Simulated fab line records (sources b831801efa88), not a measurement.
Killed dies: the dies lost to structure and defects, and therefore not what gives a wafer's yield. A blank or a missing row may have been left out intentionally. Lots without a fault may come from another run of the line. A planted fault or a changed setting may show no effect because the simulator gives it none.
Matching of chambers | flow sky130 | rie_si-01 running SKY_FIELD_ISO_ETCH_17: 4 sister chambers
The step etches Si in HBr/Cl2/O2, target depth 342 nm, time 97.7 s. 8 wafers are shown with their chamber, then 7 later ones without.

== WAFERS PAIRED WITH THEIR CHAMBERS ==
wafer  | chamber | drypump_motor_current_A (A) | he_backside_leak_sccm (sccm)
L784.5 | 0       | 4.9                         | 2.7
L787.1 | 0       | 4.9                         | 2.5
L787.2 | 1       | 5.6                         | 2.7
L787.4 | 2       | 6.1                         | 2.7
L788.2 | 1       | 5.7                         | 2.5
L788.6 | 3       | 5.8                         | 2.3
L792.2 | 3       | 5.7                         | 2.4
L792.3 | 2       | 6.1                         | 2.7

== WAFERS WHOSE CHAMBER IS MISSING ==
wafer  | drypump_motor_current_A (A) | he_backside_leak_sccm (sccm)
L792.6 | 6.1                         | 2.7
L799.1 | 5.7                         | 2.6
L799.5 | 4.9                         | 2.7
L799.6 | 5.7                         | 2.4
L805.3 | 4.9                         | 2.5
L805.4 | 6.2                         | 2.8
L805.5 | 5.7                         | 2.6

== CHAMBER TAKEN BY EACH ==
wafer  | from the rows above     | in truth
L792.6 | 2                       | 2
L799.1 | can't be placed: 1 or 3 | 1
L799.5 | 0                       | 0
L799.6 | can't be placed: 3 or 1 | 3
L805.3 | 0                       | 0
L805.4 | 2                       | 2
L805.5 | can't be placed: 1 or 3 | 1
4 of 7 placed correctly. Can't be placed from these rows: 3 (the true chamber is among the candidates in 3). Number placed wrongly: 0.
How it was worked out, from the rows above alone: a wafer's distance from a chamber is the root of the sum, over the readings, of the square of ((its reading less the chamber's mean) divided by the reading's scatter). The wafer belongs to the nearest chamber; if the next one is less than 2 further off, it can't be placed. A chamber's mean is the mean of its shown wafers. The scatter: the root of (the sum of the squares of (reading less its chamber's mean) over the shown wafers, divided by (wafers less chambers)).
